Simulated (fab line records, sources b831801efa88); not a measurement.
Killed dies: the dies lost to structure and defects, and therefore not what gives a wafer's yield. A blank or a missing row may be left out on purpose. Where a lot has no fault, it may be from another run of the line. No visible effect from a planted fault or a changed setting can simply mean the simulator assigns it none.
2 desks looking at one fault	flow sky130	each desk has only its own numbers; what lay behind them comes last

== THE TOOL OWNER'S DESK: plasma_asher-01 ==
The tool's own readings at SKY_VT_ADJUST_HVTP_STRIP_10 (strips in O2/N2): means of the sampled wafers that have a number, for each lot that ran on this tool. Marked OUT: a lot whose mean sits more than 4 standard deviations from the usual mean, which makes it out of limits; the brackets give that distance.
Columns: A = drypump_motor_current_A at SKY_VT_ADJUST_HVTP_STRIP_10, usual 6.0 A; B = oes_product_au at SKY_VT_ADJUST_HVTP_STRIP_10, usual 0.716 a.u.; C = strip_time_to_endpoint_s at SKY_VT_ADJUST_HVTP_STRIP_10, usual 14.19 s
lot	first seen here	A	B	C
L678	day 7 14:49	6.0	0.716	14.20
L680	day 8 03:20	6.0	0.720	14.13
L682	day 8 18:11	6.0	0.719	14.20
L686	day 9 15:49	5.6	0.945 (+50) OUT	-
L695	day 12 01:47	5.6	0.715	14.20
L696	day 12 15:11	5.7	0.714	14.19
This desk's finding: out of limits on L686; first on L686, day 9 15:49 (oes_product_au at SKY_VT_ADJUST_HVTP_STRIP_10). Within limits: L678, L680, L682, L695, L696.

== AT THE METROLOGY DESK ==
Lot by lot, what the gauges showed, no matter which tool ran the lot: averages of those sampled wafers that carry a number. Marked OUT: a lot whose mean sits more than 4 standard deviations from the usual mean, which makes it out of limits; the brackets give that distance.
Columns: A = FIELD_ISO_CVD_03_THK at SKY_FIELD_ISO_THK_MEAS_04, usual 165.3 nm; B = NWELL_TW at SKY_NWELL_TW_MEAS_15, usual 1802; C = PWDE_RS at SKY_NWELL_RS_MEAS_31, usual 5278 ohm/sq; D = VT_ADJUST_LVTN_TW at SKY_VT_ADJUST_LVTN_TW_MEAS_10, usual 241.8
lot	first seen here	A	B	C	D
L673	day 1 16:11	165.6	1771	5278	244.0
L674	day 1 22:29	164.9	1814	5243	242.8
L676	day 2 06:13	164.6	1827	5294	239.7
L678	day 2 15:00	165.3	1800	5282	240.6
L679	day 2 19:29	161.8	1783	5283	242.6
L680	day 3 01:38	167.3	1837	5251	239.8
L681	day 3 06:49	165.8	1834	5297	240.4
L682	day 3 10:29	163.1	1801	5296	239.4
L683	day 3 15:29	165.0	1780	5260	240.9
L686	day 4 06:30	166.1	1781	5262	31.6 (-99 or more) OUT
L694	day 5 23:40	165.9	1837	5298	244.7
L695	day 6 03:29	165.0	1836	5268	243.7
L696	day 6 09:11	165.3	1789	5281	244.1
This desk's finding: out of limits on L686; first on L686, day 10 15:46 (VT_ADJUST_LVTN_TW at SKY_VT_ADJUST_LVTN_TW_MEAS_10). Within limits: L673, L674, L676, L678, L679, L680, L681, L682, L683, L694, L695, L696.

== ALL TOGETHER ==
An alarm could have come from the tool owner's desk at day 9 15:49, on L686.
Metrology desk: alarm possible at day 10 15:46 on L686.
The lots listed all ran SKY_VT_ADJUST_HVTP_STRIP_10 on plasma_asher-01.

== WHAT THE SIMULATOR HAD INSERTED ==
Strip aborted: plasma_asher-01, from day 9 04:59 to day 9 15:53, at SKY_VT_ADJUST_HVTP_STRIP_10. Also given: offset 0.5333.
Shown lots that were struck: L686.
Delay (hours) between the fault's onset and each desk's first out-of-limits reading: 11 at the tool owner's desk, 35 at the metrology desk.
